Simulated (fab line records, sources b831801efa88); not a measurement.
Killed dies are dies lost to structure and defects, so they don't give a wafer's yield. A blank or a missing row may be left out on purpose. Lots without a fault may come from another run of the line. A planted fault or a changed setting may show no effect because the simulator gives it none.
Problem report in the 8D (eight disciplines) form, filled by code | flow sky130 | the parts of the form that need people (team, actions taken, sign-off) are left out

1. THE PROBLEM
tube_center_temp_C at SKY_GATE_OXIDE_OXIDATION_16 reads a mean of 783 C on 6 wafers of 2 lots; wafers without a fault read 800 C with a standard deviation of 0.078. That is -99 or more standard deviations from the usual mean.
The step: stabilise 600 s, purge 300 s, target thk 3.57 nm.
First seen on wafer L856.3, day 20 05:32, on furnace-02. The record holds 42 wafers of 14 lots with a number at this step. Rule for "out", or "out of limits": more than 4 standard deviations from the usual mean. The other wafers with a number count as sound.

2. WHAT IT IS AND WHAT IT IS NOT
question                    | is                                                                                                                                   | is not
which readings at this step | tube_center_temp_C, spike_tc_bottom_C, spike_tc_centre_C, spike_tc_lower_C, spike_tc_top_C, spike_tc_upper_C, tube_center_temp_C_max | -
which lots                  | L856, L858                                                                                                                           | L839, L840, L841, L842, L844, L845, L848, L849, L850, L852, L853, L855
which wafers of those lots  | all that have a number                                                                                                               | -
read on which tools         | furnace-02                                                                                                                           | furnace-01
when                        | from day 20 05:32                                                                                                                    | up to then (36 sound wafers)

3. SUSPECTS, AND WHAT RULES EACH OUT
Counting: a tool at a process step up to the reading stays a suspect if it ran every lot that is out and no sound lot after the first of them.
- furnace-02 at SKY_GATE_OXIDE_OXIDATION_16 (stabilise 600 s, purge 300 s, target thk 3.57 nm): kept. It ran every lot that is out, first L856 (day 20 05:32), and no sound lot after that; its last sound lot up to then is L855 (day 20 00:03). Its own readings are out on those wafers: spike_tc_bottom_C, spike_tc_centre_C, spike_tc_lower_C, spike_tc_top_C, spike_tc_upper_C, tube_center_temp_C, tube_center_temp_C_max.
Left after counting: furnace-02 at SKY_GATE_OXIDE_OXIDATION_16.

4. THE CAUSE (what the simulator had put in)
Process parameter drift: furnace-02, from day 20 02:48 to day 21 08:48, at SKY_GATE_OXIDE_OXIDATION_16. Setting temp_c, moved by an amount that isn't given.
Counting left only this tool.

5. THE CHAIN OF EFFECTS, in route order
Each row: a reading whose mean over the struck wafers that have a number lies more than 3 standard deviations from the usual. Only readings for which the record gives a usual standard deviation are gone through. hours: the time from each lot's start at the first step in this table that gives one to its start at this step, as a median over the lots. sigmas: the change in usual standard deviations.
hours | step                        | reading                | usual   | on struck wafers | change | sigmas
0     | SKY_GATE_OXIDE_OXIDATION_16 | spike_tc_bottom_C      | 818.9 C | 803.6            | -15.3  | -11
0     | SKY_GATE_OXIDE_OXIDATION_16 | spike_tc_centre_C      | 800.8 C | 784.0            | -16.8  | -15
0     | SKY_GATE_OXIDE_OXIDATION_16 | spike_tc_lower_C       | 800.7 C | 783.9            | -16.8  | -17
0     | SKY_GATE_OXIDE_OXIDATION_16 | spike_tc_top_C         | 815.3 C | 798.1            | -17.2  | -9.6
0     | SKY_GATE_OXIDE_OXIDATION_16 | spike_tc_upper_C       | 801.8 C | 784.9            | -16.9  | -15
0     | SKY_GATE_OXIDE_OXIDATION_16 | tube_center_temp_C     | 800 C   | 783              | -17    | -99 or more
0     | SKY_GATE_OXIDE_OXIDATION_16 | tube_center_temp_C_max | 802.1   | 785.4            | -16.7  | -52
0     | SKY_GATE_OXIDE_OXIDATION_16 | zone_power_upper_pct   | 15.25 % | 14.36            | -0.89  | -3.3
The process steps in it:
- SKY_GATE_OXIDE_OXIDATION_16: stabilise 600 s, purge 300 s, target thk 3.57 nm.
Later measuring or inspecting steps at which every struck wafer that the step has a row for has a number for every such reading, and none has moved that far: SKY_LDD_P_OVL_MEAS_08.

6. WHAT WOULD HAVE CAUGHT IT SOONER
In this record the first reading out of limits was taken at day 20 05:32, 3 hours after the fault began at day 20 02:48.
